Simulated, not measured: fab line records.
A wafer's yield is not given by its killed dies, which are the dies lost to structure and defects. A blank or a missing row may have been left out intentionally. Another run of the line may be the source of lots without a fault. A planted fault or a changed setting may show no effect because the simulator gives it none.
Lot-split experiment | flow gf180mcu | route with 602 steps; 5 lots, 23 wafers read

## THE SPLIT ITSELF
At GF_PSD_IMPLANT_09, the setting energy_kev was moved away from the recipe's 40 on 11 of the 23 wafers read, by -6.8% to +8.3%. The other wafers ran this setting at the recipe's value.

## FROM THE SPLIT TO THE READING: what the file shows between them, 5 steps
- GF_PSD_STRIP_10: strips in O2/N2
- GF_PSD_TW_MEAS_11
- GF_PSD_CLEAN_12: cleans in SC1/SC2, time 150 s
- GF_PSD_RTA_13: time 20 s
- GF_PSD_RS_MEAS_14: measures by four-point-probe

## THE READING
PSD_RS (ohm/sq), read at GF_PSD_RS_MEAS_15 with a four-point probe. Typical for fault-free wafers on this fab line: 108.45 ohm/sq, with standard deviation 0.26 ohm/sq.

wafer  | tool, chamber at the split | energy_kev as run | against the recipe | PSD_RS, ohm/sq | against lot-mates on the recipe
L075.1 | implanter-02, 0            | 43.33             | +8.3%              | 104.65         | -4.16
L075.2 | implanter-02, 0            | 40                | recipe             | 108.66         | -
L075.4 | implanter-02, 0            | 43.33             | +8.3%              | 104.80         | -4.02
L075.5 | implanter-02, 0            | 40                | recipe             | 108.97         | -
L075.6 | implanter-02, 0            | 43.33             | +8.3%              | 104.95         | -3.86
L078.2 | implanter-02, 0            | 40                | recipe             | 108.85         | -
L078.4 | implanter-02, 0            | 40                | recipe             | 108.86         | -
L078.6 | implanter-02, 0            | 40                | recipe             | 108.48         | -
L077.1 | implanter-02, 0            | 41.86             | +4.6%              | 106.26         | -2.13
L077.2 | implanter-02, 0            | 40                | recipe             | 108.20         | -
L077.3 | implanter-02, 0            | 40                | recipe             | 108.31         | -
L077.4 | implanter-02, 0            | 40                | recipe             | 108.65         | -
L077.6 | implanter-02, 0            | 41.86             | +4.6%              | 106.22         | -2.17
L081.2 | implanter-03, 0            | 37.27             | -6.8%              | 112.32         | +3.80
L081.3 | implanter-03, 0            | 40                | recipe             | 108.69         | -
L081.4 | implanter-03, 0            | 37.27             | -6.8%              | 112.11         | +3.59
L081.5 | implanter-03, 0            | 37.27             | -6.8%              | 111.97         | +3.45
L081.6 | implanter-03, 0            | 40                | recipe             | 108.34         | -
L082.1 | implanter-03, 0            | 41.99             | +5.0%              | 106.23         | -2.12
L082.2 | implanter-03, 0            | 41.99             | +5.0%              | 105.86         | -2.50
L082.3 | implanter-03, 0            | 41.99             | +5.0%              | 105.86         | -2.50
L082.5 | implanter-03, 0            | 40                | recipe             | 108.59         | -
L082.6 | implanter-03, 0            | 40                | recipe             | 108.12         | -

THE FIT
A straight line over all 23 wafers: PSD_RS changes by -0.491 ohm/sq for each +1% of energy_kev; r = -0.99; the points scatter about the line by 0.27 ohm/sq.
The same after taking each lot's own level away (the mean of its wafers on the recipe; 23 wafers): -0.498 ohm/sq for each +1%; r = -1.00; scatter 0.19 ohm/sq.
On that fit, the largest move of energy_kev shifts the reading by 4.1 ohm/sq.
Measured against the standard deviation above, the lots' own levels, which go from 108.355 to 108.815 ohm/sq, span 1.8 times it.
So the lot-to-lot level changes the slope little: the two slopes agree.
Check: with one of the wafers moved furthest among these (+8.3%) left out of the fit, the line predicts -4.06 ohm/sq for it against its lot-mates. It came out at -4.16 ohm/sq against them.

## OTHER SPLITS APPLIED TO THESE WAFERS
Before the reading, these wafers also passed through other splits. Each is held against what the fit with the lots' levels taken away leaves over:
other split on the same wafers  | wafers away from the commonest value | r with PSD_RS (lot level and that fit taken away)
GF_HV_LDD_COAT_14 resist_thk_nm | 5                                    | +0.11
GF_HV_LDD_CVD_56 time_s         | 15                                   | -0.10
GF_NSD_EXPOSE_04 dose_mj        | 12                                   | +0.16
GF_NSD_IMPLANT_09 energy_kev    | 7                                    | +0.47

## THE WHOLE CHAIN: every reading that the file lists as answering this split, in the file's order
step              | what it does                 | reading                                                         | change (the file's fit)               | r (the file's)
GF_PSD_IMPLANT_09 |                              | implant.rp_nm (the simulator's own value, which no gauge read)  | +0.246 nm for each +1% of the setting | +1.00
GF_PSD_IMPLANT_09 |                              | implant.drp_nm (the simulator's own value, which no gauge read) | +0.111 nm for each +1% of the setting | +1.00
GF_PSD_STRIP_10   | strips in O2/N2              | strip_time_to_endpoint_s                                        | withheld for each +1% of the setting  | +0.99
GF_PSD_TW_MEAS_11 |                              | PSD_TW                                                          | +9.07 for each +1% of the setting     | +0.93
GF_PSD_RS_MEAS_15 | measures by four-point-probe | PSD_RS                                                          | -0.493 for each +1% of the setting    | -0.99

## THE FILE'S OWN FIT
PSD_RS changes by -0.493 ohm/sq for each +1% of energy_kev, r = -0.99.
